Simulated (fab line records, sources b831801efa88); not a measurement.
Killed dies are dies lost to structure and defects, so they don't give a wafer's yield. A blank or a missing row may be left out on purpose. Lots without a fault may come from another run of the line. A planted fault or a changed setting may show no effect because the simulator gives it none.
Which tool did it? | flow gf180mcu | 12 lots, 36 wafers sampled, at 5 steps of a route of 602

WHAT THE GAUGES READ, wafer by wafer
GF_MIM_THK_MEAS_06. Usual: MIM_CVD_05_THK 41.9 nm, standard deviation 0.54.
lot  | measured     | on            | MIM_CVD_05_THK (nm) | flag
L336 | day 26 09:22 | film_metro-04 | 41.4 41.0 41.8      |
L337 | day 26 17:00 | film_metro-03 | 41.2 42.2 42.6      |
L338 | day 27 07:38 | film_metro-04 | 41.1 41.7 42.5      |
L339 | day 27 10:32 | film_metro-03 | 41.3 41.7 41.6      |
L340 | day 27 16:29 | film_metro-04 | 41.2 42.0 42.2      |
L344 | day 28 18:39 | film_metro-04 | 43.1 42.9 42.8      |
L347 | day 29 14:43 | film_metro-03 | 42.2 41.9 42.2      |
L348 | day 29 23:31 | film_metro-04 | 41.2 42.5 41.7      |
L349 | day 30 07:20 | film_metro-04 | 42.3 42.3 42.6      |
L351 | day 30 19:39 | film_metro-04 | 42.0 41.6 42.4      |
L352 | day 31 00:41 | film_metro-04 | 41.0 42.2 41.8      |
L354 | day 31 11:29 | film_metro-04 | 40.8 41.1 41.2      |

GF_V5_THK_MEAS_03. Usual: V5_CVD_02_THK 1448 nm, standard deviation 19.
lot  | measured     | on            | V5_CVD_02_THK (nm) | flag
L336 | day 28 02:56 | film_metro-02 | 1422 1431 1429     |
L337 | day 28 09:47 | film_metro-02 | 1436 1456 1461     |
L338 | day 29 00:28 | film_metro-02 | 1434 1444 1456     |
L339 | day 29 03:26 | film_metro-04 | 1372 1380 1381     | OFF
L340 | day 29 09:41 | film_metro-04 | 1377 1352 1383     | OFF
L344 | day 30 09:21 | film_metro-04 | 1427 1448 1461     |
L347 | day 31 04:57 | film_metro-03 | 1436 1412 1459     |
L348 | day 31 13:02 | film_metro-02 | 1432 1448 1466     |
L349 | day 31 20:55 | film_metro-03 | 1435 1447 1449     |
L351 | day 32 08:16 | film_metro-02 | 1436 1437 1449     |
L352 | day 32 17:52 | film_metro-02 | 1430 1477 1468     |
L354 | day 32 23:14 | film_metro-02 | 1452 1443 1471     |

GF_V5_BOW_MEAS_05. Usual: V5_BOW 138 um, standard deviation 10.
lot  | measured     | on            | V5_BOW (um) | flag
L336 | day 28 03:18 | film_metro-04 | 136 142 131 |
L337 | day 28 10:10 | film_metro-02 | 136 144 134 |
L338 | day 29 00:50 | film_metro-03 | 142 134 142 |
L339 | day 29 03:48 | film_metro-03 | 132 135 134 |
L340 | day 29 10:03 | film_metro-03 | 129 130 130 |
L344 | day 30 09:44 | film_metro-03 | 140 137 132 |
L347 | day 31 05:20 | film_metro-04 | 152 145 136 |
L348 | day 31 13:25 | film_metro-04 | 157 139 138 |
L349 | day 31 21:17 | film_metro-02 | 122 124 125 |
L351 | day 32 08:39 | film_metro-03 | 131 141 125 |
L352 | day 32 18:19 | film_metro-02 | 146 135 132 |
L354 | day 32 23:35 | film_metro-02 | 153 143 135 |

WHICH TOOL RAN EACH LOT (tool, then ch and the chambers of the sampled wafers, then the start)
lot  | GF_MIM_SPUTTER_01            | GF_V5_CVD_02
L336 | pvd_sputter-04, day 26 09:13 | pecvd-02 ch 0,1,2, day 28 02:49
L337 | pvd_sputter-02, day 26 16:50 | pecvd-01 ch 1,2, day 28 09:41
L338 | pvd_sputter-01, day 27 07:28 | pecvd-01 ch 1,2, day 29 00:22
L339 | pvd_sputter-01, day 27 10:23 | pecvd-01 ch 0,1,2, day 29 03:19
L340 | pvd_sputter-02, day 27 16:20 | pecvd-01 ch 0,1, day 29 09:35
L344 | pvd_sputter-01, day 28 18:28 | pecvd-02 ch 1,2, day 30 09:13
L347 | pvd_sputter-02, day 29 14:34 | pecvd-02 ch 1,2, day 31 04:50
L348 | pvd_sputter-02, day 29 23:21 | pecvd-02 ch 1,2, day 31 12:55
L349 | pvd_sputter-02, day 30 07:10 | pecvd-04 ch 0,1,2, day 31 20:47
L351 | pvd_sputter-01, day 30 19:29 | pecvd-02 ch 0,2, day 32 08:09
L352 | pvd_sputter-04, day 31 00:31 | pecvd-01 ch 0,1, day 32 17:45
L354 | pvd_sputter-02, day 31 11:20 | pecvd-04 ch 1,2, day 32 23:00
- GF_MIM_SPUTTER_01: material TiN, target thk 30 nm, time 25 s.
- GF_V5_CVD_02: deposits SiO2 from TEOS, target thk 1450 nm, time 163.28 s.

WHAT THE TOOLS THEMSELVES READ (means of the sampled wafers that have a number; where no wafer has one, the mark that the record gives instead)
GF_MIM_SPUTTER_01. Usual: throttle_valve_pct 29.6 %, standard deviation 1.3.
lot  | tool           | throttle_valve_pct (%) | flag
L336 | pvd_sputter-04 | 30.0                   |
L337 | pvd_sputter-02 | 27.6                   |
L338 | pvd_sputter-01 | 31.1                   |
L339 | pvd_sputter-01 | 30.3                   |
L340 | pvd_sputter-02 | 29.4                   |
L344 | pvd_sputter-01 | 29.8                   |
L347 | pvd_sputter-02 | 28.8                   |
L348 | pvd_sputter-02 | 28.9                   |
L349 | pvd_sputter-02 | 29.5                   |
L351 | pvd_sputter-01 | 29.8                   |
L352 | pvd_sputter-04 | 29.7                   |
L354 | pvd_sputter-02 | 29.7                   |

GF_V5_CVD_02. Usual: heater_power_outer_w 376 W, standard deviation 71; heater_power_w 662 W, standard deviation 92; rf_fwd_power_W 597.7 W, standard deviation 2.
lot  | tool     | heater_power_outer_w (W) | heater_power_w (W) | rf_fwd_power_W (W) | flag
L336 | pecvd-02 | 393                      | 696                | 597.6              |
L337 | pecvd-01 | 370                      | 656                | 598.4              |
L338 | pecvd-01 | 419                      | 706                | 598.3              |
L339 | pecvd-01 | 370                      | 630                | 500.0              | OFF
L340 | pecvd-01 | 358                      | 597                | 501.2              | OFF
L344 | pecvd-02 | 325                      | 626                | 598.4              |
L347 | pecvd-02 | 305                      | 582                | 598.7              |
L348 | pecvd-02 | 322                      | 607                | 597.6              |
L349 | pecvd-04 | 416                      | 677                | 599.2              |
L351 | pecvd-02 | 347                      | 665                | 596.9              |
L352 | pecvd-01 | 394                      | 653                | 596.3              |
L354 | pecvd-04 | 364                      | 616                | 597.1              |

THE ANSWER, worked out from the rows above alone
Rule: a lot is off if the mean of its wafers that have a number lies more than 3 standard deviations from the usual mean. A lot without any number at a reading at which 4 lots or more have one is off too. The other lots that the step has rows for count as sound. The gauges are gone through in route order, then the tools' own readings, and for those a lot's mean is taken as printed above. The first step at which some lot is off is used, and at that step the reading that is off furthest; a lot without a number counts as furthest.
Off: L339, L340, at GF_V5_THK_MEAS_03 (V5_CVD_02_THK).
A tool fits if, at a process step before that reading, it ran every lot that is off, and no sound lot after the first of them. The gauges at GF_V5_THK_MEAS_03 aren't tried: what is off there is off at GF_V5_CVD_02 too, on other tools, and a gauge's error can't cause that. None of those tried fits.

WHAT THE SIMULATOR HAD PUT IN
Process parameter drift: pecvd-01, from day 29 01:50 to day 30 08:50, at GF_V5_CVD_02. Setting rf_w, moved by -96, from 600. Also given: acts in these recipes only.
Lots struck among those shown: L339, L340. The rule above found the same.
